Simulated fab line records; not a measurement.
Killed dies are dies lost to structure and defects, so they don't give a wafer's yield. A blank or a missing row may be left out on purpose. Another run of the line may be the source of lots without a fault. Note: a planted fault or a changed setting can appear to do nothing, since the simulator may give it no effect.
fab line records / flow sfq_line
[record] lots = 14 wafers = 42 last_day = 89
route steps=325 shown M4@158 JJ@179 A5B@211 R5@217
lots that met no fault: taken from a fault-free run of the same line
start_h: the number of hours between the record's first day and the start of the first shown wafer of the lot / wait_h: hours elapsed since this lot's preceding step / " identical to the entry in the row above / L1.1+2: several wafers, shown together as one row / - value missing, or start not given / * or withheld: withheld / < > ~ a bound
route shown NAME@n: names a module that has steps shown in the file, with the first one's number in the route / usual: mean/standard deviation of fault-free wafers / same: alike in all rows / chamber/n: place in a boat / sites: each site's reading / _std_site: how widely they spread, as a standard deviation / _edge_site: inner sites' mean taken away from outer sites' mean / radius_mm: for every site, how far away it sits from the centre of the wafer / mask NAME#n: copy n / behind: the tool/chamber that last shaped the wafer / hold: reason for holding the lot/hours on hold/outcome of the hold / device: whichever transistor did not switch (one of n, p or np) / end of line: at the end of the route, the tests of the same wafers / where a step has no rows: the recipe by itself / killed: count of dies lost to structure and defects at first sort (not the wafer's yield) / map: a wafer's dies, x killed, . not, _ none there
set.NAME: the setting that was run; set.NAME@STEP: the one run at that earlier step / model.NAME: the simulator's own value behind a step, which no gauge read
a sample of lots followed through the steps of the route, with each step as a table and each wafer as a row
services: a tool's chamber out of use, with start hour (start_h, from the record's first day; less than 0 if before it), hours out, and reason
[[steps]]
[step SFQ_M4_OVL_MEAS_926]
[usual] M4_OVL = 0/6
lot.wafer=L773.1 tool=overlay-02 chamber=- start_h=860.50 wait_h=0.1 M4_OVL[nm]=-1
lot.wafer=L773.4 tool=overlay-02 chamber=- start_h=860.50 wait_h=0.1 M4_OVL[nm]=-3
lot.wafer=L773.5 tool=overlay-02 chamber=- start_h=860.50 wait_h=0.1 M4_OVL[nm]=-2
lot.wafer=L774.1 tool=overlay-02 chamber=- start_h=862.00 wait_h=0.1 M4_OVL[nm]=8
lot.wafer=L774.4 tool=overlay-02 chamber=- start_h=862.00 wait_h=0.1 M4_OVL[nm]=11
lot.wafer=L774.6 tool=overlay-02 chamber=- start_h=862.00 wait_h=0.1 M4_OVL[nm]=10
lot.wafer=L775.1 tool=overlay-02 chamber=- start_h=863.03 wait_h=0.1 M4_OVL[nm]=-6
lot.wafer=L775.5 tool=overlay-02 chamber=- start_h=863.03 wait_h=0.1 M4_OVL[nm]=-2
lot.wafer=L775.6 tool=overlay-02 chamber=- start_h=863.03 wait_h=0.1 M4_OVL[nm]=4
lot.wafer=L776.3 tool=overlay-02 chamber=- start_h=864.24 wait_h=0.1 M4_OVL[nm]=-5
lot.wafer=L776.4 tool=overlay-02 chamber=- start_h=864.24 wait_h=0.1 M4_OVL[nm]=-5
lot.wafer=L776.6 tool=overlay-02 chamber=- start_h=864.24 wait_h=0.1 M4_OVL[nm]=1
lot.wafer=L780.2 tool=overlay-01 chamber=- start_h=1086.69 wait_h=0.1 M4_OVL[nm]=-6
lot.wafer=L780.3 tool=overlay-01 chamber=- start_h=1086.69 wait_h=0.1 M4_OVL[nm]=-3
lot.wafer=L780.4 tool=overlay-01 chamber=- start_h=1086.69 wait_h=0.1 M4_OVL[nm]=-9
lot.wafer=L781.2 tool=overlay-01 chamber=- start_h=1096.29 wait_h=0.1 M4_OVL[nm]=1
lot.wafer=L781.4 tool=overlay-01 chamber=- start_h=1096.29 wait_h=0.1 M4_OVL[nm]=8
lot.wafer=L781.5 tool=overlay-01 chamber=- start_h=1096.29 wait_h=0.1 M4_OVL[nm]=5
lot.wafer=L785.1 tool=overlay-02 chamber=- start_h=1126.28 wait_h=0.1 M4_OVL[nm]=-7
lot.wafer=L785.2 tool=overlay-02 chamber=- start_h=1126.28 wait_h=0.1 M4_OVL[nm]=-7
lot.wafer=L785.4 tool=overlay-02 chamber=- start_h=1126.28 wait_h=0.1 M4_OVL[nm]=-7
lot.wafer=L786.1 tool=overlay-01 chamber=- start_h=1138.28 wait_h=0.1 M4_OVL[nm]=2
lot.wafer=L786.5 tool=overlay-01 chamber=- start_h=1138.28 wait_h=0.1 M4_OVL[nm]=1
lot.wafer=L786.6 tool=overlay-01 chamber=- start_h=1138.28 wait_h=0.1 M4_OVL[nm]=-1
lot.wafer=L787.2 tool=overlay-01 chamber=- start_h=1151.49 wait_h=0.1 M4_OVL[nm]=4
lot.wafer=L787.4 tool=overlay-01 chamber=- start_h=1151.49 wait_h=0.1 M4_OVL[nm]=-4
lot.wafer=L787.6 tool=overlay-01 chamber=- start_h=1151.49 wait_h=0.1 M4_OVL[nm]=-1
lot.wafer=L789.1 tool=overlay-01 chamber=- start_h=1169.41 wait_h=0.1 M4_OVL[nm]=-3
lot.wafer=L789.4 tool=overlay-01 chamber=- start_h=1169.41 wait_h=0.1 M4_OVL[nm]=-3
lot.wafer=L789.5 tool=overlay-01 chamber=- start_h=1169.41 wait_h=0.1 M4_OVL[nm]=-1
lot.wafer=L791.1 tool=overlay-01 chamber=- start_h=1180.33 wait_h=0.1 M4_OVL[nm]=-11
lot.wafer=L791.2 tool=overlay-01 chamber=- start_h=1180.33 wait_h=0.1 M4_OVL[nm]=-8
lot.wafer=L791.5 tool=overlay-01 chamber=- start_h=1180.33 wait_h=0.1 M4_OVL[nm]=-9
lot.wafer=L792.1 tool=overlay-01 chamber=- start_h=1192.33 wait_h=0.1 M4_OVL[nm]=-8
lot.wafer=L792.2 tool=overlay-01 chamber=- start_h=1192.33 wait_h=0.1 M4_OVL[nm]=1
lot.wafer=L792.5 tool=overlay-01 chamber=- start_h=1192.33 wait_h=0.1 M4_OVL[nm]=-3
lot.wafer=L794.1 tool=overlay-01 chamber=- start_h=1204.33 wait_h=0.1 M4_OVL[nm]=1
lot.wafer=L794.3 tool=overlay-01 chamber=- start_h=1204.33 wait_h=0.1 M4_OVL[nm]=3
lot.wafer=L794.4 tool=overlay-01 chamber=- start_h=1204.33 wait_h=0.1 M4_OVL[nm]=0
lot.wafer=L795.2 tool=overlay-01 chamber=- start_h=1210.34 wait_h=0.1 M4_OVL[nm]=1
lot.wafer=L795.4 tool=overlay-01 chamber=- start_h=1210.34 wait_h=0.1 M4_OVL[nm]=5
lot.wafer=L795.5 tool=overlay-01 chamber=- start_h=1210.34 wait_h=0.1 M4_OVL[nm]=3
[step SFQ_TRILAYER_JJ_TRILAYER_DEP_SPUTTER_109]
[recipe] material = Nb base_pressure_pa = 1.33e-06 chamber_pressure_pa = 0.1333 substrate_temp_c = 20 target_thk_nm = 150 power_w = 2000 time_s = 100
[usual] cathode_dc_power_W = 2000.0/0.3 chamber_pressure_pa = 0.1333/0.00025 throttle_valve_pct = 29.3/1
lot.wafer=L773.1 tool=pvd_sputter-03 chamber=- start_h=1016.98 wait_h=0.0 cathode_dc_power_W=1999.7 chamber_pressure_pa=0.13328 throttle_valve_pct=29.4
lot.wafer=L773.4 tool=pvd_sputter-03 chamber=- start_h=1016.98 wait_h=0.0 cathode_dc_power_W=2000.0 chamber_pressure_pa=0.13348 throttle_valve_pct=31.9
lot.wafer=L773.5 tool=pvd_sputter-03 chamber=- start_h=1016.98 wait_h=0.0 cathode_dc_power_W=1999.7 chamber_pressure_pa=0.13349 throttle_valve_pct=29.2
lot.wafer=L774.1 tool=pvd_sputter-05 chamber=- start_h=1019.38 wait_h=0.0 cathode_dc_power_W=1999.7 chamber_pressure_pa=0.13322 throttle_valve_pct=30.1
lot.wafer=L774.4 tool=pvd_sputter-05 chamber=- start_h=1019.38 wait_h=0.0 cathode_dc_power_W=1999.8 chamber_pressure_pa=0.13324 throttle_valve_pct=28.0
lot.wafer=L774.6 tool=pvd_sputter-05 chamber=- start_h=1019.38 wait_h=0.0 cathode_dc_power_W=2000.1 chamber_pressure_pa=0.13325 throttle_valve_pct=29.9
lot.wafer=L775.1 tool=pvd_sputter-06 chamber=- start_h=1020.58 wait_h=0.0 cathode_dc_power_W=1999.8 chamber_pressure_pa=0.13281 throttle_valve_pct=28.6
lot.wafer=L775.5 tool=pvd_sputter-06 chamber=- start_h=1020.58 wait_h=0.0 cathode_dc_power_W=2000.7 chamber_pressure_pa=0.13322 throttle_valve_pct=28.1
lot.wafer=L775.6 tool=pvd_sputter-06 chamber=- start_h=1020.58 wait_h=0.0 cathode_dc_power_W=2000.1 chamber_pressure_pa=0.13344 throttle_valve_pct=29.3
lot.wafer=L776.3 tool=pvd_sputter-03 chamber=- start_h=1021.78 wait_h=0.0 cathode_dc_power_W=1999.9 chamber_pressure_pa=0.13306 throttle_valve_pct=31.9
lot.wafer=L776.4 tool=pvd_sputter-03 chamber=- start_h=1021.78 wait_h=0.0 cathode_dc_power_W=1999.6 chamber_pressure_pa=0.1332 throttle_valve_pct=29.3
lot.wafer=L776.6 tool=pvd_sputter-03 chamber=- start_h=1021.78 wait_h=0.0 cathode_dc_power_W=2000.1 chamber_pressure_pa=0.13323 throttle_valve_pct=28.5
lot.wafer=L780.2 tool=pvd_sputter-06 chamber=- start_h=1241.06 wait_h=0.0 cathode_dc_power_W=2000.5 chamber_pressure_pa=0.13341 throttle_valve_pct=29.9
lot.wafer=L780.3 tool=pvd_sputter-06 chamber=- start_h=1241.06 wait_h=0.0 cathode_dc_power_W=2000.6 chamber_pressure_pa=0.13341 throttle_valve_pct=28.4
lot.wafer=L780.4 tool=pvd_sputter-06 chamber=- start_h=1241.06 wait_h=0.0 cathode_dc_power_W=2000.1 chamber_pressure_pa=0.13345 throttle_valve_pct=29.6
lot.wafer=L781.2 tool=pvd_sputter-03 chamber=- start_h=1247.06 wait_h=0.0 cathode_dc_power_W=1999.4 chamber_pressure_pa=0.13327 throttle_valve_pct=29.4
lot.wafer=L781.4 tool=pvd_sputter-03 chamber=- start_h=1247.06 wait_h=0.0 cathode_dc_power_W=1999.8 chamber_pressure_pa=0.13326 throttle_valve_pct=31.9
lot.wafer=L781.5 tool=pvd_sputter-03 chamber=- start_h=1247.06 wait_h=0.0 cathode_dc_power_W=2000.3 chamber_pressure_pa=0.13329 throttle_valve_pct=29.2
lot.wafer=L785.1 tool=pvd_sputter-03 chamber=- start_h=1280.71 wait_h=0.0 cathode_dc_power_W=1999.9 chamber_pressure_pa=0.13317 throttle_valve_pct=28.5
lot.wafer=L785.2 tool=pvd_sputter-03 chamber=- start_h=1280.71 wait_h=0.0 cathode_dc_power_W=2000.2 chamber_pressure_pa=0.13372 throttle_valve_pct=29.2
lot.wafer=L785.4 tool=pvd_sputter-03 chamber=- start_h=1280.71 wait_h=0.0 cathode_dc_power_W=1999.9 chamber_pressure_pa=0.13337 throttle_valve_pct=32.2
lot.wafer=L786.1 tool=pvd_sputter-06 chamber=- start_h=1293.82 wait_h=0.0 cathode_dc_power_W=1999.9 chamber_pressure_pa=0.13372 throttle_valve_pct=30.5
lot.wafer=L786.5 tool=pvd_sputter-06 chamber=- start_h=1293.82 wait_h=0.0 cathode_dc_power_W=2000.4 chamber_pressure_pa=0.13307 throttle_valve_pct=29.4
lot.wafer=L786.6 tool=pvd_sputter-06 chamber=- start_h=1293.82 wait_h=0.0 cathode_dc_power_W=1999.7 chamber_pressure_pa=0.13341 throttle_valve_pct=29.9
lot.wafer=L787.2 tool=pvd_sputter-05 chamber=- start_h=1305.82 wait_h=0.0 cathode_dc_power_W=1999.9 chamber_pressure_pa=0.13328 throttle_valve_pct=29.9
lot.wafer=L787.4 tool=pvd_sputter-05 chamber=- start_h=1305.82 wait_h=0.0 cathode_dc_power_W=1999.5 chamber_pressure_pa=0.13306 throttle_valve_pct=28.0
lot.wafer=L787.6 tool=pvd_sputter-05 chamber=- start_h=1305.82 wait_h=0.0 cathode_dc_power_W=2000.5 chamber_pressure_pa=0.13326 throttle_valve_pct=30.3
lot.wafer=L789.1 tool=pvd_sputter-05 chamber=- start_h=1335.81 wait_h=0.0 cathode_dc_power_W=2000.0 chamber_pressure_pa=0.13327 throttle_valve_pct=30.4
lot.wafer=L789.4 tool=pvd_sputter-05 chamber=- start_h=1335.81 wait_h=0.0 cathode_dc_power_W=1999.7 chamber_pressure_pa=0.13351 throttle_valve_pct=28.2
lot.wafer=L789.5 tool=pvd_sputter-05 chamber=- start_h=1335.81 wait_h=0.0 cathode_dc_power_W=1999.9 chamber_pressure_pa=0.13263 throttle_valve_pct=28.1
lot.wafer=L791.1 tool=pvd_sputter-05 chamber=- start_h=1350.20 wait_h=0.0 cathode_dc_power_W=2000.0 chamber_pressure_pa=0.13308 throttle_valve_pct=30.4
lot.wafer=L791.2 tool=pvd_sputter-05 chamber=- start_h=1350.20 wait_h=0.0 cathode_dc_power_W=1999.7 chamber_pressure_pa=0.13335 throttle_valve_pct=28.6
lot.wafer=L791.5 tool=pvd_sputter-05 chamber=- start_h=1350.20 wait_h=0.0 cathode_dc_power_W=2000.1 chamber_pressure_pa=0.1333 throttle_valve_pct=30.3
lot.wafer=L792.1 tool=pvd_sputter-05 chamber=- start_h=1358.78 wait_h=0.0 cathode_dc_power_W=1999.7 chamber_pressure_pa=0.13328 throttle_valve_pct=28.3
lot.wafer=L792.2 tool=pvd_sputter-05 chamber=- start_h=1358.78 wait_h=0.0 cathode_dc_power_W=2000.3 chamber_pressure_pa=0.13322 throttle_valve_pct=28.2
lot.wafer=L792.5 tool=pvd_sputter-05 chamber=- start_h=1358.78 wait_h=0.0 cathode_dc_power_W=2000.3 chamber_pressure_pa=0.13294 throttle_valve_pct=30.1
lot.wafer=L794.1 tool=pvd_sputter-05 chamber=- start_h=1372.56 wait_h=0.0 cathode_dc_power_W=2000.4 chamber_pressure_pa=0.13307 throttle_valve_pct=30.2
lot.wafer=L794.3 tool=pvd_sputter-05 chamber=- start_h=1372.56 wait_h=0.0 cathode_dc_power_W=1999.5 chamber_pressure_pa=0.13325 throttle_valve_pct=28.5
lot.wafer=L794.4 tool=pvd_sputter-05 chamber=- start_h=1372.56 wait_h=0.0 cathode_dc_power_W=2000.0 chamber_pressure_pa=0.1336 throttle_valve_pct=28.1
lot.wafer=L795.2 tool=pvd_sputter-06 chamber=- start_h=1376.16 wait_h=0.0 cathode_dc_power_W=1999.6 chamber_pressure_pa=0.13323 throttle_valve_pct=28.4
lot.wafer=L795.4 tool=pvd_sputter-06 chamber=- start_h=1376.16 wait_h=0.0 cathode_dc_power_W=2000.5 chamber_pressure_pa=0.13352 throttle_valve_pct=28.2
lot.wafer=L795.5 tool=pvd_sputter-06 chamber=- start_h=1376.16 wait_h=0.0 cathode_dc_power_W=1999.9 chamber_pressure_pa=0.13319 throttle_valve_pct=28.0
[step SFQ_TRILAYER_A5B_METRO_MEASURE_131]
[usual] thk_nm = 341/5.7
lot.wafer=L773.1 tool=film_metro-02 chamber=- start_h=1180.10 wait_h=1.0 thk_nm=340
lot.wafer=L773.4 tool=film_metro-02 chamber=- start_h=1180.10 wait_h=1.0 thk_nm=342
lot.wafer=L773.5 tool=film_metro-02 chamber=- start_h=1180.10 wait_h=1.0 thk_nm=342
lot.wafer=L774.1 tool=film_metro-03 chamber=- start_h=1180.77 wait_h=2.0 thk_nm=349
lot.wafer=L774.4 tool=film_metro-03 chamber=- start_h=1180.77 wait_h=2.0 thk_nm=335
lot.wafer=L774.6 tool=film_metro-03 chamber=- start_h=1180.77 wait_h=2.0 thk_nm=339
lot.wafer=L775.1 tool=film_metro-04 chamber=- start_h=1189.10 wait_h=2.0 thk_nm=350
lot.wafer=L775.5 tool=film_metro-04 chamber=- start_h=1189.10 wait_h=2.0 thk_nm=341
lot.wafer=L775.6 tool=film_metro-04 chamber=- start_h=1189.10 wait_h=2.0 thk_nm=338
lot.wafer=L776.3 tool=film_metro-03 chamber=- start_h=1190.17 wait_h=2.9 thk_nm=344
lot.wafer=L776.4 tool=film_metro-03 chamber=- start_h=1190.17 wait_h=2.9 thk_nm=348
lot.wafer=L776.6 tool=film_metro-03 chamber=- start_h=1190.17 wait_h=2.9 thk_nm=348
lot.wafer=L780.2 tool=film_metro-02 chamber=- start_h=1265.35 wait_h=2.7 thk_nm=337
lot.wafer=L780.3 tool=film_metro-02 chamber=- start_h=1265.35 wait_h=2.7 thk_nm=339
lot.wafer=L780.4 tool=film_metro-02 chamber=- start_h=1265.35 wait_h=2.7 thk_nm=339
lot.wafer=L781.2 tool=film_metro-03 chamber=- start_h=1271.35 wait_h=1.7 thk_nm=342
lot.wafer=L781.4 tool=film_metro-03 chamber=- start_h=1271.35 wait_h=1.7 thk_nm=338
lot.wafer=L781.5 tool=film_metro-03 chamber=- start_h=1271.35 wait_h=1.7 thk_nm=343
lot.wafer=L785.1 tool=film_metro-04 chamber=- start_h=1438.52 wait_h=2.5 thk_nm=337
lot.wafer=L785.2 tool=film_metro-04 chamber=- start_h=1438.52 wait_h=2.5 thk_nm=343
lot.wafer=L785.4 tool=film_metro-04 chamber=- start_h=1438.52 wait_h=2.5 thk_nm=338
lot.wafer=L786.1 tool=film_metro-02 chamber=- start_h=1452.05 wait_h=1.0 thk_nm=350
lot.wafer=L786.5 tool=film_metro-02 chamber=- start_h=1452.05 wait_h=1.0 thk_nm=337
lot.wafer=L786.6 tool=film_metro-02 chamber=- start_h=1452.05 wait_h=1.0 thk_nm=342
lot.wafer=L787.2 tool=film_metro-02 chamber=- start_h=1462.36 wait_h=1.7 thk_nm=337
lot.wafer=L787.4 tool=film_metro-02 chamber=- start_h=1462.36 wait_h=1.7 thk_nm=345
lot.wafer=L787.6 tool=film_metro-02 chamber=- start_h=1462.36 wait_h=1.7 thk_nm=334
lot.wafer=L789.1 tool=film_metro-02 chamber=- start_h=1622.70 wait_h=1.0 thk_nm=339
lot.wafer=L789.4 tool=film_metro-02 chamber=- start_h=1622.70 wait_h=1.0 thk_nm=335
lot.wafer=L789.5 tool=film_metro-02 chamber=- start_h=1622.70 wait_h=1.0 thk_nm=338
lot.wafer=L791.1 tool=film_metro-03 chamber=- start_h=1640.94 wait_h=1.5 thk_nm=346
lot.wafer=L791.2 tool=film_metro-03 chamber=- start_h=1640.94 wait_h=1.5 thk_nm=342
lot.wafer=L791.5 tool=film_metro-03 chamber=- start_h=1640.94 wait_h=1.5 thk_nm=339
lot.wafer=L792.1 tool=film_metro-04 chamber=- start_h=1650.84 wait_h=2.5 thk_nm=345
lot.wafer=L792.2 tool=film_metro-04 chamber=- start_h=1650.84 wait_h=2.5 thk_nm=344
lot.wafer=L792.5 tool=film_metro-04 chamber=- start_h=1650.84 wait_h=2.5 thk_nm=344
lot.wafer=L794.1 tool=film_metro-04 chamber=- start_h=1660.78 wait_h=2.0 thk_nm=338
lot.wafer=L794.3 tool=film_metro-04 chamber=- start_h=1660.78 wait_h=2.0 thk_nm=347
lot.wafer=L794.4 tool=film_metro-04 chamber=- start_h=1660.78 wait_h=2.0 thk_nm=345
lot.wafer=L795.2 tool=film_metro-04 chamber=- start_h=1665.18 wait_h=2.7 thk_nm=320
lot.wafer=L795.4 tool=film_metro-04 chamber=- start_h=1665.18 wait_h=2.7 thk_nm=331
lot.wafer=L795.5 tool=film_metro-04 chamber=- start_h=1665.18 wait_h=2.7 thk_nm=328
[step SFQ_TRILAYER_R5_LITHO_COAT_141]
[recipe] resist = BARC spin_rpm = 3000 resist_thk_nm = 62
[usual] spin_speed_rpm = 2999.8/1.9
lot.wafer=L773.1 tool=litho_track-01 chamber=0 start_h=1181.57 wait_h=0.1 spin_speed_rpm=2999.4
lot.wafer=L773.4 tool=litho_track-01 chamber=0 start_h=1181.57 wait_h=0.1 spin_speed_rpm=2998.0
lot.wafer=L773.5 tool=litho_track-01 chamber=0 start_h=1181.57 wait_h=0.1 spin_speed_rpm=2996.6
lot.wafer=L774.1 tool=litho_track-02 chamber=0 start_h=1182.24 wait_h=0.1 spin_speed_rpm=2998.7
lot.wafer=L774.4 tool=litho_track-02 chamber=0 start_h=1182.24 wait_h=0.1 spin_speed_rpm=2998.2
lot.wafer=L774.6 tool=litho_track-02 chamber=0 start_h=1182.24 wait_h=0.1 spin_speed_rpm=3000.6
lot.wafer=L775.1 tool=litho_track-02 chamber=0 start_h=1190.57 wait_h=0.1 spin_speed_rpm=2999.2
lot.wafer=L775.5 tool=litho_track-02 chamber=0 start_h=1190.57 wait_h=0.1 spin_speed_rpm=2999.1
lot.wafer=L775.6 tool=litho_track-02 chamber=0 start_h=1190.57 wait_h=0.1 spin_speed_rpm=2997.5
lot.wafer=L776.3 tool=litho_track-04 chamber=0 start_h=1191.34 wait_h=0.1 spin_speed_rpm=2999.1
lot.wafer=L776.4 tool=litho_track-04 chamber=0 start_h=1191.34 wait_h=0.1 spin_speed_rpm=2999.7
lot.wafer=L776.6 tool=litho_track-04 chamber=0 start_h=1191.34 wait_h=0.1 spin_speed_rpm=2997.8
lot.wafer=L780.2 tool=litho_track-04 chamber=0 start_h=1266.67 wait_h=0.1 spin_speed_rpm=2952.2
lot.wafer=L780.3 tool=litho_track-04 chamber=0 start_h=1266.67 wait_h=0.1 spin_speed_rpm=2949.8
lot.wafer=L780.4 tool=litho_track-04 chamber=0 start_h=1266.67 wait_h=0.1 spin_speed_rpm=2951.4
lot.wafer=L781.2 tool=litho_track-04 chamber=0 start_h=1272.67 wait_h=0.1 spin_speed_rpm=2952.5
lot.wafer=L781.4 tool=litho_track-04 chamber=0 start_h=1272.67 wait_h=0.1 spin_speed_rpm=2951.2
lot.wafer=L781.5 tool=litho_track-04 chamber=0 start_h=1272.67 wait_h=0.1 spin_speed_rpm=2949.8
lot.wafer=L785.1 tool=litho_track-04 chamber=0 start_h=1440.00 wait_h=0.1 spin_speed_rpm=2999.9
lot.wafer=L785.2 tool=litho_track-04 chamber=0 start_h=1440.00 wait_h=0.1 spin_speed_rpm=3002.8
lot.wafer=L785.4 tool=litho_track-04 chamber=0 start_h=1440.00 wait_h=0.1 spin_speed_rpm=3002.9
lot.wafer=L786.1 tool=litho_track-02 chamber=0 start_h=1453.53 wait_h=0.1 spin_speed_rpm=2998.8
lot.wafer=L786.5 tool=litho_track-02 chamber=0 start_h=1453.53 wait_h=0.1 spin_speed_rpm=3002.0
lot.wafer=L786.6 tool=litho_track-02 chamber=0 start_h=1453.53 wait_h=0.1 spin_speed_rpm=3000.8
lot.wafer=L787.2 tool=litho_track-01 chamber=0 start_h=1463.69 wait_h=0.1 spin_speed_rpm=2996.8
lot.wafer=L787.4 tool=litho_track-01 chamber=0 start_h=1463.69 wait_h=0.1 spin_speed_rpm=3000.9
lot.wafer=L787.6 tool=litho_track-01 chamber=0 start_h=1463.69 wait_h=0.1 spin_speed_rpm=2997.9
lot.wafer=L789.1 tool=litho_track-01 chamber=0 start_h=1624.17 wait_h=0.1 spin_speed_rpm=3000.0
lot.wafer=L789.4 tool=litho_track-01 chamber=0 start_h=1624.17 wait_h=0.1 spin_speed_rpm=2999.7
lot.wafer=L789.5 tool=litho_track-01 chamber=0 start_h=1624.17 wait_h=0.1 spin_speed_rpm=3001.9
lot.wafer=L791.1 tool=litho_track-04 chamber=0 start_h=1642.41 wait_h=0.1 spin_speed_rpm=2999.4
lot.wafer=L791.2 tool=litho_track-04 chamber=0 start_h=1642.41 wait_h=0.1 spin_speed_rpm=3001.6
lot.wafer=L791.5 tool=litho_track-04 chamber=0 start_h=1642.41 wait_h=0.1 spin_speed_rpm=3004.3
lot.wafer=L792.1 tool=litho_track-02 chamber=0 start_h=1652.31 wait_h=0.1 spin_speed_rpm=2998.9
lot.wafer=L792.2 tool=litho_track-02 chamber=0 start_h=1652.31 wait_h=0.1 spin_speed_rpm=2999.6
lot.wafer=L792.5 tool=litho_track-02 chamber=0 start_h=1652.31 wait_h=0.1 spin_speed_rpm=2998.7
lot.wafer=L794.1 tool=litho_track-04 chamber=0 start_h=1662.26 wait_h=0.1 spin_speed_rpm=2999.1
lot.wafer=L794.3 tool=litho_track-04 chamber=0 start_h=1662.26 wait_h=0.1 spin_speed_rpm=2998.7
lot.wafer=L794.4 tool=litho_track-04 chamber=0 start_h=1662.26 wait_h=0.1 spin_speed_rpm=3000.7
lot.wafer=L795.2 tool=litho_track-04 chamber=0 start_h=1666.51 wait_h=0.1 spin_speed_rpm=2998.3
lot.wafer=L795.4 tool=litho_track-04 chamber=0 start_h=1666.51 wait_h=0.1 spin_speed_rpm=3000.8
lot.wafer=L795.5 tool=litho_track-04 chamber=0 start_h=1666.51 wait_h=0.1 spin_speed_rpm=3002.4
[[services]]
tool=film_metro-02 chamber=- start_h=998.84 hours=5.9 kind=repair
tool=film_metro-04 chamber=- start_h=1032.69 hours=5.8 kind=pm
tool=film_metro-04 chamber=- start_h=1038.52 hours=0.9 kind=pm
tool=pvd_sputter-05 chamber=- start_h=1049.85 hours=1.1 kind=repair
tool=pvd_sputter-05 chamber=- start_h=1119.64 hours=56.5 kind=repair
tool=film_metro-04 chamber=- start_h=1119.73 hours=1.4 kind=repair
tool=film_metro-04 chamber=- start_h=1123.59 hours=0.7 kind=pm
tool=film_metro-02 chamber=- start_h=1130.25 hours=0.7 kind=pm
tool=film_metro-02 chamber=- start_h=1139.23 hours=0.1 kind=pm
tool=pvd_sputter-05 chamber=- start_h=1166.80 hours=7.1 kind=repair
tool=film_metro-02 chamber=- start_h=1186.43 hours=0.2 kind=pm
tool=pvd_sputter-05 chamber=- start_h=1201.24 hours=7.5 kind=repair
tool=film_metro-04 chamber=- start_h=1206.34 hours=3.2 kind=pm
tool=film_metro-04 chamber=- start_h=1225.49 hours=3.2 kind=repair
tool=film_metro-04 chamber=- start_h=1257.47 hours=4.0 kind=repair
tool=film_metro-04 chamber=- start_h=1281.78 hours=0.4 kind=pm
tool=film_metro-04 chamber=- start_h=1368.59 hours=1.7 kind=pm
tool=film_metro-02 chamber=- start_h=1376.33 hours=0.3 kind=pm
tool=film_metro-02 chamber=- start_h=1384.23 hours=2.5 kind=pm
tool=film_metro-02 chamber=- start_h=1431.43 hours=1.2 kind=pm
tool=pvd_sputter-05 chamber=- start_h=1431.64 hours=4.4 kind=repair
tool=film_metro-04 chamber=- start_h=1451.34 hours=2.0 kind=pm
tool=pvd_sputter-05 chamber=- start_h=1501.61 hours=1.0 kind=repair
tool=pvd_sputter-05 chamber=- start_h=1653.77 hours=2.4 kind=repair
[[key]]
[first_sign] step = SFQ_TRILAYER_R5_LITHO_COAT_141 reading = spin_speed_rpm direction = down sigmas = 25 usual = 2999.8 struck = 2951.1
effect none on later readings
met_at SFQ_TRILAYER_R5_LITHO_COAT_141
struck_lots L780,L781
not_acting_at SFQ_M4_OVL_MEAS_926,SFQ_TRILAYER_JJ_TRILAYER_DEP_SPUTTER_109,SFQ_TRILAYER_A5B_METRO_MEASURE_131
onset_between 1191.34 1266.67
[fault] kind = process_parameter_drift tool = litho_track-04 chamber = - onset_h = 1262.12 steps = SFQ_TRILAYER_R5_LITHO_COAT_141 channel = spin_rpm offset = -48.471 shape = step end_h = 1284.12 acts_in = these_recipes_only stated = 3000
